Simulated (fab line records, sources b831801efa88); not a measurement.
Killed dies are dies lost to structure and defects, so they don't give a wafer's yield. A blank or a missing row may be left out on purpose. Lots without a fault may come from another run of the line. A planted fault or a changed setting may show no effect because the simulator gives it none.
One fault seen from 2 desks | flow sky130 | each desk has only its own numbers; what lay behind them comes last

THE METROLOGY DESK
What the gauges read, lot by lot, whatever tool the lot ran on: means of the sampled wafers that have a number. A lot is out of limits, marked OUT, if its mean lies more than 4 standard deviations from the usual mean; the brackets give that distance.
Columns: A = CONTACT_BOW at SKY_CONTACT_BOW_MEAS_05, usual 82 um; B = cd_nm at SKY_CONTACT_CD_MEAS_14, usual 169.6 nm; C = CONTACT_OVL at SKY_CONTACT_OVL_MEAS_15, usual 0 nm
lot  | first seen here | A  | B     | C
L344 | day 30 08:24    | 83 | 167.9 | -3
L352 | day 33 23:30    | 87 | 169.9 | 7
L353 | day 34 04:47    | 77 | 170.4 | -1
L358 | day 35 06:11    | 80 | 167.9 | -6
L363 | day 36 19:19    | 84 | 169.1 | -4
L364 | day 37 03:56    | 81 | 169.1 | -2
L365 | day 37 11:38    | 83 | 172.0 | 7
This desk's finding: nothing out of limits on any of the 7 lots.

THE TOOL OWNER'S DESK: rie_diel-01
The tool's own readings at SKY_CONTACT_ETCH_17 (etches SiO2 in C4F8/O2/Ar, stops on Si3N4, target depth 340 nm): means of the sampled wafers that have a number, for each lot that ran on this tool. A lot is out of limits, marked OUT, if its mean lies more than 4 standard deviations from the usual mean; the brackets give that distance.
Columns: A = bias_w at SKY_CONTACT_ETCH_17, usual 1200 W; B = oes_product_au at SKY_CONTACT_ETCH_17, usual 0.891 a.u.
lot  | first seen here | A              | B
L344 | day 31 11:49    | 1200           | 0.893
L352 | day 35 02:58    | 1284 (+26) OUT | 0.889
L353 | day 35 08:26    | 1290 (+28) OUT | 0.895
L358 | day 36 10:41    | 1283 (+26) OUT | 0.887
L365 | day 38 13:46    | 1198           | 0.894
This desk's finding: out of limits on L352, L353, L358; first on L352, day 35 02:58 (bias_w at SKY_CONTACT_ETCH_17). In limits: L344, L365.

PUT TOGETHER
The tool owner's desk could have raised an alarm at day 35 02:58, on L352, L353, L358.
The metrology desk saw nothing out of limits.
The metrology desk has L352, L353, L358 on record, within its limits.
Of the lots named, all ran SKY_CONTACT_ETCH_17 on rie_diel-01.

WHAT THE SIMULATOR HAD PUT IN
Process parameter drift: rie_diel-01, from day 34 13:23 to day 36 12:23, at SKY_CONTACT_ETCH_17. Setting bias_w, moved by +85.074, from 1200. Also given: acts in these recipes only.
Lots struck among those shown: L352, L353, L358.
Hours from the fault's start to each desk's first reading out of limits: the tool owner's desk, 14.
